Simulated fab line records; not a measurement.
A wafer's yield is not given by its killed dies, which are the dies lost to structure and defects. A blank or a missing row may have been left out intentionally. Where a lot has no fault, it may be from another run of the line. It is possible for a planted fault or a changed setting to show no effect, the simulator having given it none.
Chamber matching | flow gf180mcu | 3 sister chambers for GF_V5_CVD_02 on pecvd-01
The step deposits SiO2 from TEOS, target thk 1450 nm, time 163.28 s. 3 wafers are shown with their chamber, then 7 later ones without.

WAFERS, EACH WITH ITS CHAMBER
wafer  | chamber | heater_power_w (W)
L833.4 | 2       | 637
L833.5 | 0       | 701
L835.5 | 1       | 577

WAFERS WITHOUT THEIR CHAMBER
wafer  | heater_power_w (W)
L835.6 | 702
L837.1 | 579
L837.4 | 560
L837.5 | 583
L840.1 | 709
L840.2 | 504
L840.3 | 535

CHAMBER TAKEN BY EACH
wafer  | from the rows above     | in truth
L835.6 | can't be placed: 0 or 2 | 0
L837.1 | can't be placed: 1 or 2 | 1
L837.4 | can't be placed: 1 or 2 | 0
L837.5 | can't be placed: 1 or 2 | 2
L840.1 | can't be placed: 0 or 2 | 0
L840.2 | can't be placed: 1 or 2 | 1
L840.3 | can't be placed: 1 or 2 | 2
0 of 7 placed correctly. These rows do not allow placing 7 (true chamber among the candidates in 6). Wrongly placed: 0.
How it was worked out, from the rows above alone: a wafer's distance from a chamber is the root of the sum, over the readings, of the square of ((its reading less the chamber's mean) divided by the reading's scatter). The wafer belongs to the nearest chamber; if the next one is less than 2 further off, it can't be placed. A chamber's mean is the mean of its shown wafers. The scatter: with one shown wafer a chamber, the root of the mean of the squares of how far each hidden wafer lies from its nearest shown one.
